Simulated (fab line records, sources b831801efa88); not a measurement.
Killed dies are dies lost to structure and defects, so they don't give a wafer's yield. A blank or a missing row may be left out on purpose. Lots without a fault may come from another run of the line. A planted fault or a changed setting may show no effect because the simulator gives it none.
Chamber matching | flow sky130 | SKY_VIA2_ETCH_14 on rie_diel-01: 4 sister chambers
The step etches BARC in N2/H2, stops on SiO2, time 45.9 s, target depth 60 nm. 8 wafers are shown with their chamber, then 7 later ones without.

WAFERS WITH THEIR CHAMBER
wafer  | chamber | drypump_motor_current_A (A) | chamber_pressure_mTorr (mTorr)
L560.3 | 3       | 6.0                         | 30.011
L565.3 | 3       | 6.0                         | 29.983
L565.5 | 1       | 5.3                         | 29.975
L571.3 | 2       | 5.1                         | 30.029
L571.5 | 0       | 5.2                         | 29.965
L571.6 | 1       | 5.2                         | 29.999
L574.1 | 0       | 5.2                         | 30.009
L574.3 | 2       | 5.1                         | 30.036

WAFERS WITHOUT THEIR CHAMBER
wafer  | drypump_motor_current_A (A) | chamber_pressure_mTorr (mTorr)
L574.5 | 5.3                         | 30.045
L579.2 | 6.0                         | 30.005
L579.5 | 5.3                         | 29.980
L579.6 | 5.2                         | 30.001
L580.1 | 5.1                         | 29.960
L580.3 | 5.2                         | 30.021
L580.5 | 6.0                         | 30.009

WHICH CHAMBER EACH WENT THROUGH
wafer  | from the rows above          | in truth
L574.5 | can't be placed: 1 or 0      | 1
L579.2 | 3                            | 3
L579.5 | can't be placed: 1 or 0      | 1
L579.6 | can't be placed: 0 or 1      | 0
L580.1 | can't be placed: 0 or 2 or 1 | 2
L580.3 | can't be placed: 0 or 1 or 2 | 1
L580.5 | 3                            | 3
Placed correctly: 2 of 7. Can't be placed from these rows: 5 (the true chamber is among the candidates in 5). Placed wrongly: 0.
How it was worked out, from the rows above alone: a wafer's distance from a chamber is the root of the sum, over the readings, of the square of ((its reading less the chamber's mean) divided by the reading's scatter). The wafer belongs to the nearest chamber; if the next one is less than 2 further off, it can't be placed. A chamber's mean is the mean of its shown wafers. The scatter: the root of (the sum of the squares of (reading less its chamber's mean) over the shown wafers, divided by (wafers less chambers)).
